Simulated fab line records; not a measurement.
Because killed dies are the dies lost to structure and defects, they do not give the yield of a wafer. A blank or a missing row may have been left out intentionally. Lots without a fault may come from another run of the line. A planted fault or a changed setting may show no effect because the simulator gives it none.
fab line records ; flow sky130
record: lots: 13; wafers: 39; last-day: 49
route steps=708 shown VT_ADJUST_PCH@150 SONOS_TUNNEL@166 GATE_OXIDE@198
lots untouched by any fault: they come from a run of this same line in which no faults occurred
start-h: hours from the record's first day to the start of the lot's first wafer shown ; wait-h: how many hours have passed since the lot's step before this one ; " same as the row above ; L1.1+2: several wafers, shown together as one row ; - no value, or no start given ; * or withheld: withheld ; < > ~ a bound
route shown NAME@n: NAME is a module with steps in the file, n the number in the route of the first one ; usual: the fault-free wafers' mean and standard deviation ; same: alike in all rows ; chamber/n: place in a boat ; sites: the reading at each site ; _std_site: the values' standard deviation ; _edge_site: mean of outer sites minus mean of inner sites ; radius-mm: for every site, how far away it sits from the centre of the wafer ; mask NAME#n: copy n ; behind: the most recent tool/chamber to have shaped the wafer ; hold: the reason the lot was held/the length of the hold in hours/how it ended ; device: which transistor (n, p or np) failed to switch ; end of line: tests of these same wafers at the route's end ; step lacking rows: just its recipe ; killed: count of dies lost to structure and defects at first sort (not the wafer's yield) ; map: per-die view of a wafer (x killed, . not killed, _ where there is no die)
set.NAME: the setting the step ran with; set.NAME@STEP: the setting that earlier step ran with ; model.NAME: the simulator's own value behind a step, which no gauge read
a sample of lots followed through the steps of the route, with each step as a table and each wafer as a row
services: a tool's chamber out of use, with start hour (start-h, from the record's first day; less than 0 if before it), hours out, and reason
== steps ==
step: SKY_VT_ADJUST_PCH_OVL_MEAS_07
usual: VT_ADJUST_PCH_OVL: -0.3/1.4
lot.wafer;tool;chamber;start-h;wait-h;VT_ADJUST_PCH_OVL[nm]
L889.4;overlay-01;-;235.57;-;0.6
L889.5;overlay-01;-;235.57;-;-0.7
L889.6;overlay-01;-;235.57;-;-0.3
L890.1;overlay-01;-;243.97;-;-1.0
L890.4;overlay-01;-;243.97;-;-0.6
L890.6;overlay-01;-;243.97;-;0.8
L891.2;overlay-02;-;252.55;-;-2.8
L891.3;overlay-02;-;252.55;-;-0.2
L891.5;overlay-02;-;252.55;-;-0.2
L893.4;overlay-02;-;267.95;-;0.6
L893.5;overlay-02;-;267.95;-;-1.4
L893.6;overlay-02;-;267.95;-;-1.0
L894.1;overlay-02;-;273.98;-;2.4
L894.4;overlay-02;-;273.98;-;0.9
L894.5;overlay-02;-;273.98;-;0.0
L896.1;overlay-02;-;295.27;-;-1.1
L896.2;overlay-02;-;295.27;-;0.6
L896.4;overlay-02;-;295.27;-;-0.4
L897.2;overlay-01;-;295.92;-;0.9
L897.3;overlay-01;-;295.92;-;-0.9
L897.6;overlay-01;-;295.92;-;-0.9
L898.2;overlay-02;-;304.99;-;1.4
L898.3;overlay-02;-;304.99;-;2.5
L898.4;overlay-02;-;304.99;-;1.6
L899.1;overlay-02;-;311.80;-;0.8
L899.4;overlay-02;-;311.80;-;-0.5
L899.5;overlay-02;-;311.80;-;-0.8
L902.2;overlay-01;-;333.24;-;0.7
L902.3;overlay-01;-;333.24;-;-0.3
L902.6;overlay-01;-;333.24;-;0.5
L903.1;overlay-02;-;340.05;-;-0.1
L903.2;overlay-02;-;340.05;-;1.4
L903.5;overlay-02;-;340.05;-;0.6
L904.2;overlay-02;-;356.52;-;-3.2
L904.4;overlay-02;-;356.52;-;-2.6
L904.6;overlay-02;-;356.52;-;-3.1
L905.1;overlay-01;-;364.10;-;1.5
L905.3;overlay-01;-;364.10;-;1.4
L905.5;overlay-01;-;364.10;-;1.5
step: SKY_VT_ADJUST_PCH_STRIP_09
recipe: chemistry: O2/N2; power-w: 1400; pressure-mtorr: 1500; platen-temp-c: withheld; o2-flow-sccm: 3000; n2-flow-sccm: 300; overash-fraction: 0.5
usual: drypump-motor-current-A: 5.9/0.33; oes-product-au: 0.723/0.0044; strip-time-to-endpoint-s: 36.92/0.13
lot.wafer;tool;chamber;start-h;wait-h;drypump-motor-current-A;oes-product-au;rf-hours-counter-h;strip-time-to-endpoint-s
L889.4;plasma-asher-03;0;235.77;0.1;5.9;0.721;-;37.05
L889.5;plasma-asher-03;0;235.77;0.1;5.9;0.726;-;37.04
L889.6;plasma-asher-03;1;235.77;0.1;6.1;0.727;-;37.06
L890.1;plasma-asher-03;0;244.15;0.1;6.0;0.722;55;36.89
L890.4;plasma-asher-03;1;244.15;0.1;6.1;0.731;-;36.89
L890.6;plasma-asher-03;0;244.15;0.1;5.9;0.715;-;36.90
L891.2;plasma-asher-03;0;252.73;0.1;5.9;0.722;56;37.05
L891.3;plasma-asher-03;1;252.73;0.1;6.1;0.716;-;36.96
L891.5;plasma-asher-03;0;252.73;0.1;5.9;0.721;-;36.91
L893.4;plasma-asher-02;1;268.15;0.1;6.3;0.723;-;36.89
L893.5;plasma-asher-02;1;268.15;0.1;6.2;0.721;-;37.05
L893.6;plasma-asher-02;0;268.15;0.1;5.7;0.727;-;37.01
L894.1;plasma-asher-03;0;274.17;0.1;5.9;0.720;58;37.05
L894.4;plasma-asher-03;0;274.17;0.1;5.9;0.726;-;37.08
L894.5;plasma-asher-03;1;274.17;0.1;6.1;0.716;-;37.01
L896.1;plasma-asher-03;1;295.45;0.1;6.1;0.724;60;37.06
L896.2;plasma-asher-03;0;295.45;0.1;5.9;0.725;60;37.07
L896.4;plasma-asher-03;0;295.45;0.1;5.9;0.733;-;37.04
L897.2;plasma-asher-03;1;296.10;0.1;6.1;0.720;60;36.95
L897.3;plasma-asher-03;1;296.10;0.1;6.1;0.730;-;36.98
L897.6;plasma-asher-03;1;296.10;0.1;6.1;0.719;-;37.09
L898.2;plasma-asher-03;0;305.17;0.1;5.9;0.720;61;36.88
L898.3;plasma-asher-03;1;305.17;0.1;6.1;0.714;-;36.93
L898.4;plasma-asher-03;0;305.17;0.1;6.0;0.721;-;36.91
L899.1;plasma-asher-01;1;311.98;0.1;5.2;0.726;62;37.00
L899.4;plasma-asher-01;0;311.98;0.1;6.3;0.725;-;36.97
L899.5;plasma-asher-01;1;311.98;0.1;5.2;0.722;-;36.89
L902.2;plasma-asher-02;0;333.42;0.1;5.7;0.724;20;36.93
L902.3;plasma-asher-02;1;333.42;0.1;6.2;0.721;-;36.76
L902.6;plasma-asher-02;0;333.42;0.1;5.7;0.724;-;36.81
L903.1;plasma-asher-01;0;340.23;0.1;6.3;0.720;65;36.87
L903.2;plasma-asher-01;1;340.23;0.1;5.2;0.730;65;37.02
L903.5;plasma-asher-01;1;340.23;0.1;5.2;0.726;-;36.95
L904.2;plasma-asher-03;1;356.70;0.1;6.1;0.723;66;37.18
L904.4;plasma-asher-03;0;356.70;0.1;5.9;0.728;-;37.06
L904.6;plasma-asher-03;0;356.70;0.1;5.9;0.722;-;37.20
L905.1;plasma-asher-03;1;364.28;0.1;6.1;0.722;67;36.86
L905.3;plasma-asher-03;0;364.28;0.1;6.0;0.721;-;36.94
L905.5;plasma-asher-03;0;364.28;0.1;6.0;0.723;-;37.00
step: SKY_SONOS_TUNNEL_TW_MEAS_12
usual: SONOS_TUNNEL_TW: 197.8/1.6
lot.wafer;tool;chamber;start-h;wait-h;SONOS_TUNNEL_TW
L889.4;film-metro-01;-;259.83;0.0;199.4
L889.5;film-metro-01;-;259.83;0.0;199.4
L889.6;film-metro-01;-;259.83;0.0;199.7
L890.1;film-metro-02;-;268.66;0.0;197.5
L890.4;film-metro-02;-;268.66;0.0;197.1
L890.6;film-metro-02;-;268.66;0.0;197.0
L891.2;film-metro-04;-;276.81;0.0;195.3
L891.3;film-metro-04;-;276.81;0.0;195.2
L891.5;film-metro-04;-;276.81;0.0;195.3
L893.4;film-metro-01;-;293.27;0.0;199.0
L893.5;film-metro-01;-;293.27;0.0;198.7
L893.6;film-metro-01;-;293.27;0.0;198.9
L894.1;film-metro-02;-;299.75;0.0;196.7
L894.4;film-metro-02;-;299.75;0.0;196.8
L894.5;film-metro-02;-;299.75;0.0;197.5
L896.1;film-metro-02;-;321.37;0.0;197.5
L896.2;film-metro-02;-;321.37;0.0;197.4
L896.4;film-metro-02;-;321.37;0.0;197.0
L897.2;film-metro-01;-;322.27;0.0;201.2
L897.3;film-metro-01;-;322.27;0.0;200.7
L897.6;film-metro-01;-;322.27;0.0;201.5
L898.2;film-metro-02;-;330.79;0.0;198.9
L898.3;film-metro-02;-;330.79;0.0;197.7
L898.4;film-metro-02;-;330.79;0.0;197.2
L899.1;film-metro-02;-;337.38;0.0;197.9
L899.4;film-metro-02;-;337.38;0.0;197.1
L899.5;film-metro-02;-;337.38;0.0;198.3
L902.2;film-metro-02;-;360.05;0.0;198.3
L902.3;film-metro-02;-;360.05;0.0;198.6
L902.6;film-metro-02;-;360.05;0.0;197.7
L903.1;film-metro-01;-;368.07;0.0;198.2
L903.2;film-metro-01;-;368.07;0.0;198.0
L903.5;film-metro-01;-;368.07;0.0;197.5
L904.2;film-metro-04;-;384.45;0.0;194.8
L904.4;film-metro-04;-;384.45;0.0;194.9
L904.6;film-metro-04;-;384.45;0.0;195.2
L905.1;film-metro-02;-;393.05;0.0;198.1
L905.3;film-metro-02;-;393.05;0.0;199.6
L905.5;film-metro-02;-;393.05;0.0;199.1
step: SKY_GATE_OXIDE_IMPLANT_11
recipe: species: B; energy-kev: 10; dose-cm2: 2.6e+12; tilt-deg: withheld
usual: implant-ion-amu: 11/0
lot.wafer;tool;chamber;start-h;wait-h;implant-ion-amu
L889.4;implanter-03;0;317.93;0.1;11
L889.5;implanter-03;0;317.93;0.1;11
L889.6;implanter-03;0;317.93;0.1;11
L890.1;implanter-01;0;325.33;0.0;11
L890.4;implanter-01;0;325.33;0.0;11
L890.6;implanter-01;0;325.33;0.0;11
L891.2;implanter-01;0;336.08;0.0;11
L891.3;implanter-01;0;336.08;0.0;11
L891.5;implanter-01;0;336.08;0.0;11
L894.1;implanter-01;0;357.53;0.0;11
L894.4;implanter-01;0;357.53;0.0;11
L894.5;implanter-01;0;357.53;0.0;11
L893.4;implanter-03;0;357.91;0.1;11
L893.5;implanter-03;0;357.91;0.1;11
L893.6;implanter-03;0;357.91;0.1;11
L896.1;implanter-04;0;393.33;0.0;11
L896.2;implanter-04;0;393.33;0.0;11
L896.4;implanter-04;0;393.33;0.0;11
L897.2;implanter-03;0;393.66;0.0;11
L897.3;implanter-03;0;393.66;0.0;11
L897.6;implanter-03;0;393.66;0.0;11
L898.2;implanter-03;0;396.31;0.0;11
L898.3;implanter-03;0;396.31;0.0;11
L898.4;implanter-03;0;396.31;0.0;11
L899.1;implanter-03;0;403.95;0.0;11
L899.4;implanter-03;0;403.95;0.0;11
L899.5;implanter-03;0;403.95;0.0;11
L902.2;implanter-01;0;426.98;0.0;49
L902.3;implanter-01;0;426.98;0.0;49
L902.6;implanter-01;0;426.98;0.0;49
L903.1;implanter-03;0;434.65;0.0;49
L903.2;implanter-03;0;434.65;0.0;49
L903.5;implanter-03;0;434.65;0.0;49
L904.2;implanter-01;0;449.86;0.0;49
L904.4;implanter-01;0;449.86;0.0;49
L904.6;implanter-01;0;449.86;0.0;49
L905.1;implanter-03;0;464.73;0.0;49
L905.3;implanter-03;0;464.73;0.0;49
L905.5;implanter-03;0;464.73;0.0;49
step: SKY_GATE_OXIDE_TW_MEAS_14
usual: GATE_OXIDE_TW: 222.8/2.4
lot.wafer;tool;chamber;start-h;wait-h;GATE_OXIDE_TW
L889.4;film-metro-02;-;318.24;0.1;224.8
L889.5;film-metro-02;-;318.24;0.1;224.0
L889.6;film-metro-02;-;318.24;0.1;224.0
L890.1;film-metro-02;-;325.68;0.1;223.4
L890.4;film-metro-02;-;325.68;0.1;224.6
L890.6;film-metro-02;-;325.68;0.1;225.6
L891.2;film-metro-02;-;336.41;0.1;225.4
L891.3;film-metro-02;-;336.41;0.1;225.2
L891.5;film-metro-02;-;336.41;0.1;225.0
L894.1;film-metro-03;-;357.89;0.1;222.0
L894.4;film-metro-03;-;357.89;0.1;221.5
L894.5;film-metro-03;-;357.89;0.1;221.4
L893.4;film-metro-04;-;358.21;0.1;221.8
L893.5;film-metro-04;-;358.21;0.1;222.4
L893.6;film-metro-04;-;358.21;0.1;223.1
L896.1;film-metro-03;-;393.69;0.1;220.2
L896.2;film-metro-03;-;393.69;0.1;219.2
L896.4;film-metro-03;-;393.69;0.1;219.6
L897.2;film-metro-04;-;394.01;0.1;222.7
L897.3;film-metro-04;-;394.01;0.1;221.4
L897.6;film-metro-04;-;394.01;0.1;222.5
L898.2;film-metro-02;-;396.65;0.1;226.6
L898.3;film-metro-02;-;396.65;0.1;224.8
L898.4;film-metro-02;-;396.65;0.1;225.8
L899.1;film-metro-02;-;404.30;0.1;225.5
L899.4;film-metro-02;-;404.30;0.1;225.2
L899.5;film-metro-02;-;404.30;0.1;225.5
L902.2;film-metro-03;-;427.33;0.1;319.2
L902.3;film-metro-03;-;427.33;0.1;319.6
L902.6;film-metro-03;-;427.33;0.1;320.4
L903.1;film-metro-02;-;435.00;0.1;327.2
L903.2;film-metro-02;-;435.00;0.1;330.2
L903.5;film-metro-02;-;435.00;0.1;328.1
L904.2;film-metro-02;-;450.20;0.1;330.1
L904.4;film-metro-02;-;450.20;0.1;328.8
L904.6;film-metro-02;-;450.20;0.1;329.7
L905.1;film-metro-04;-;465.09;0.1;324.6
L905.3;film-metro-04;-;465.09;0.1;326.7
L905.5;film-metro-04;-;465.09;0.1;323.5
== services ==
tool;chamber;start-h;hours;kind
plasma-asher-02;-;224.48;4.3;pm
implanter-04;-;240.36;1.3;repair
plasma-asher-02;-;328.59;1.5;repair
implanter-04;-;341.64;2.8;repair
plasma-asher-02;-;353.08;0.9;repair
plasma-asher-02;-;393.53;14.6;pm
implanter-01;-;414.37;4.4;repair
plasma-asher-01;-;421.25;9.0;pm
plasma-asher-01;0;421.25;9.0;vent-cycle
plasma-asher-01;1;421.25;9.0;vent-cycle
plasma-asher-01;0;430.25;-;clean
plasma-asher-01;1;430.25;-;clean
implanter-04;-;463.52;2.4;repair
== key ==
first-sign: step: SKY_GATE_OXIDE_IMPLANT_11; reading: implant-ion-amu; direction: up; sigmas: 99+; usual: 11; struck: 49
effect: step: SKY_GATE_OXIDE_TW_MEAS_14; reading: GATE_OXIDE_TW; direction: up; sigmas: 43; usual: 222.8; struck: 325.7
met-at SKY_GATE_OXIDE_IMPLANT_11
struck-lots L902,L903,L904,L905
tester-left-out L902,L903,L904,L905
not-acting-at SKY_VT_ADJUST_PCH_OVL_MEAS_07,SKY_VT_ADJUST_PCH_STRIP_09,SKY_SONOS_TUNNEL_TW_MEAS_12
onset-between 403.95 426.98
fault: kind: wrong-recipe-download; tool: implanter-01,implanter-03,implanter-04; chamber: -; onset-h: 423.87; steps: SKY_GATE_OXIDE_IMPLANT_11; wrong-recipe.not-listed: 1
tester-left-out: of these lots the tester's yield and bins aren't shown, on N5 and GAA mostly nor the transistor test; their killed dies are dies lost to structure and defects alone, not to doping, threshold or leakage, so they don't give the yield
